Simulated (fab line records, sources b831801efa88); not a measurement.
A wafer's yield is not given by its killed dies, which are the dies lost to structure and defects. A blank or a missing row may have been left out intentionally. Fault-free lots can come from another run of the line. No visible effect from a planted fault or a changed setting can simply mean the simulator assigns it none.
Comparing a struck lot with a sound one ; flow sky130 ; 16 steps out of a route of 708
Sound: wafers L722.1, L722.2, L722.3. Wafers L735.4, L735.5, L735.6 were the ones struck. The cause is named last.
At each step with rows: each side's tool, then ch and its chambers, then its first start. Under that, the readings that differ: sound wafers ; struck wafers ; difference of the means ; sigmas: that difference in standard deviations of wafers without a fault.
alike: words and numbers the same on both sides, and readings whose means are apart by under 2 such deviations; not compared: readings that were withheld, readings missing a value for some wafer, numbers with overlapping values and no deviation given by the record, and bounds like >300 which may hide the same value.
The two part at a step that has a row with sigmas, a row that says differs or no value, or rows on one side only. Non-overlapping numbers with no deviation appear without sigmas and do not part them. Lack of a reading on every wafer of one side parts them only where that side has two or more wafers.

SKY_METAL5_SPUTTER_03: material Ti, target thk 5 nm, time 3.3 s.
  sound: pvd sputter-02 at day 43 22:05; struck: pvd sputter-02 at day 47 11:44
  alike: throttle valve pct
SKY_METAL5_SPUTTER_04: material TiN, target thk 70 nm, time 58.3 s.
  sound: pvd sputter-02 at day 43 22:06; struck: pvd sputter-02 at day 47 11:46
  alike: throttle valve pct
SKY_METAL5_RS_MEAS_05: measures by four-point-probe.
  sound: film metro-03 at day 43 22:09; struck: film metro-03 at day 47 11:52
  alike: METAL5_ALCU_RS
SKY_METAL5_THK_MEAS_06: measures by xrf.
  sound: film metro-03 at day 43 22:16; struck: film metro-03 at day 47 11:58
  alike: METAL5_ALCU_THK
then, 7 steps without rows for these wafers: SKY_METAL5_DEHYDRATE_07 (time 60 s); SKY_METAL5_HMDS_08 (prime time 60 s); SKY_METAL5_COAT_09 (resist thk 1800 nm); SKY_METAL5_SOFTBAKE_10 (time 60 s); SKY_METAL5_EXPOSE_11 (exposes mask MM5, target cd 1600 nm); SKY_METAL5_PEB_12; SKY_METAL5_DEVELOP_13 (develop time 60 s).
SKY_METAL5_DESCUM_14: chemistry O2, time 11 s.
  sound on rie metal-03 ch 0,1, day 44 19:14; struck on rie metal-01 ch 0,1, day 48 06:55
reading;sound;struck;difference;sigmas
drypump motor current A (A);6.5 6.0 6.0;4.9 4.9 5.8;-1.0;-2
  alike: oes product au
  not compared: rf hours counter h
SKY_METAL5_METAL_ETCH_15: etches the open film in Cl2/BCl3, stops on SiO2, target depth 1260 nm, time 252 s.
  sound on rie metal-03 ch 0,1, day 44 19:17; struck on rie metal-01 ch 0,1, day 48 07:01
  no value came back on the struck wafers for any of 5 readings (bcl3 flow sccm (sccm), bias w (W) and others); on the sound wafers bcl3 flow sccm (sccm) reads 30.07 30.18 30.20
reading;sound;struck;difference;sigmas
model.NOVOLAK_of_METAL5_COAT_09.thk nm (nm);1020 1037 1043;1786 1789 1787;+754;
model.SiO2_of_VIA4_HDPCVD_00.thk nm (nm);548.6 550.3 551.4;574.9 577.1 574.6;+25.4;
model.METAL5.cd nm (nm);1609 1609 1605;1610 1610 1610;+2;
  not compared: rf hours counter h
SKY_METAL5_STRIP_16: strips in O2/N2.
  sound on plasma asher-03 ch 0,1, day 44 19:31; struck on plasma asher-02 ch 0,1, day 48 07:12
reading;sound;struck;difference;sigmas
strip time to endpoint s (s);12.89 13.10 13.17;21.51 21.52 21.49;+8.45;+70
  alike: drypump motor current A, oes product au
  not compared: rf hours counter h
then, 1 step without rows for these wafers: SKY_METAL5_STRIP_17 (strips in post etch residue remover, time 1200 s).
SKY_PAD_OPEN_PROBE_99:
  record: rows for the struck wafers here (prober-02, day 49 21:49), none for the sound ones

## WHERE THEY PART
Earliest at SKY_METAL5_DESCUM_14; latest, in this record, at SKY_PAD_OPEN_PROBE_99.

WHY: whatever the simulator had introduced
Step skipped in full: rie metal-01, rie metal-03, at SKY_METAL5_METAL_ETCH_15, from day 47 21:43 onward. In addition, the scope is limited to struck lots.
